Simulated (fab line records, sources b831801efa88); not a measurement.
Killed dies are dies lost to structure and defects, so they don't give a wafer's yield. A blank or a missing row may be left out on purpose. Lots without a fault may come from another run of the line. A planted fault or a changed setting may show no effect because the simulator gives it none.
Which tool did it? | flow gf180mcu | 15 lots, 45 wafers sampled, at 2 steps of a route of 602

WHAT THE GAUGES READ, wafer by wafer
GF_STI_BOW_MEAS_00.
lot  | measured    | on            | INCOMING_BOW (um)
L719 | day 1 10:00 | film_metro-04 | -1 -4 5
L720 | day 1 15:02 | film_metro-01 | -8 5 -4
L721 | day 1 20:02 | film_metro-03 | 11 -3 5
L722 | day 2 01:00 | film_metro-04 | 2 -1 12
L723 | day 2 06:01 | film_metro-03 | 5 -1 -11
L724 | day 2 11:01 | film_metro-03 | -2 -9 20
L725 | day 2 16:00 | film_metro-03 | 0 -3 -3
L726 | day 2 21:02 | film_metro-04 | 2 8 8
L728 | day 3 07:01 | film_metro-01 | 0 3 -7
L731 | day 3 22:02 | film_metro-01 | 3 4 -5
L732 | day 4 03:01 | film_metro-03 | -4 -3 -6
L733 | day 4 08:00 | film_metro-04 | 2 -4 0
L740 | day 5 19:01 | film_metro-03 | 8 1 1
L741 | day 6 00:01 | film_metro-03 | -8 -13 -4
L742 | day 6 05:02 | film_metro-04 | 0 2 2

GF_STI_THK_MEAS_02.
lot  | measured    | on            | STI_OXIDATION_THK (nm)
L719 | day 1 12:09 | film_metro-01 | 9.94 9.90 10.02
L720 | day 1 16:32 | film_metro-03 | 10.10 10.15 10.06
L721 | day 1 21:32 | film_metro-04 | 10.02 10.10 10.18
L722 | day 2 03:20 | film_metro-04 | 10.15 10.10 10.07
L723 | day 2 07:31 | film_metro-03 | 10.06 9.98 9.86
L724 | day 2 12:40 | film_metro-01 | 10.03 9.73 9.93
L725 | day 2 18:50 | film_metro-03 | 9.98 9.82 9.64
L726 | day 2 22:32 | film_metro-01 | 10.00 9.92 9.93
L728 | day 3 12:46 | film_metro-01 | 9.68 9.72 9.94
L731 | day 4 00:25 | film_metro-03 | 9.94 9.78 10.03
L732 | day 4 04:31 | film_metro-04 | 10.36 10.45 10.32
L733 | day 4 10:55 | film_metro-03 | 9.95 9.74 9.91
L740 | day 5 21:14 | film_metro-03 | 9.75 9.81 9.79
L741 | day 6 01:31 | film_metro-04 | 10.01 10.05 9.93
L742 | day 6 07:15 | film_metro-01 | 10.01 9.98 9.98

WHICH TOOL RAN EACH LOT (tool, then ch and the chambers of the sampled wafers, then the start)
The record holds no process step before these readings.

WHAT THE TOOLS THEMSELVES READ (means of the sampled wafers that have a number; where no wafer has one, the mark that the record gives instead)
The record holds no such reading with a usual standard deviation.

THE ANSWER, worked out from the rows above alone
Rule: what is usual is taken from the lots themselves. Put in order of their means at a reading, lots are off if they are a third of the lots or fewer, leave a main group of 4 or more, and stand apart from it by a gap of 3 or more times the standard deviation of the main group's means; of several such gaps the widest counts. A main group whose means are all the same, to the digits that the tables above print for the reading, isn't used. A lot without any number at a reading at which 4 lots or more have one is off too. The other lots that the step has rows for count as sound. The gauges are gone through in route order, then the tools' own readings, and for those a lot's mean is taken as printed above. The first step at which some lot is off is used, and at that step the reading that is off furthest; a lot without a number counts as furthest.
No lot is off at any reading shown: from this, nothing can be told.

WHAT THE SIMULATOR HAD PUT IN
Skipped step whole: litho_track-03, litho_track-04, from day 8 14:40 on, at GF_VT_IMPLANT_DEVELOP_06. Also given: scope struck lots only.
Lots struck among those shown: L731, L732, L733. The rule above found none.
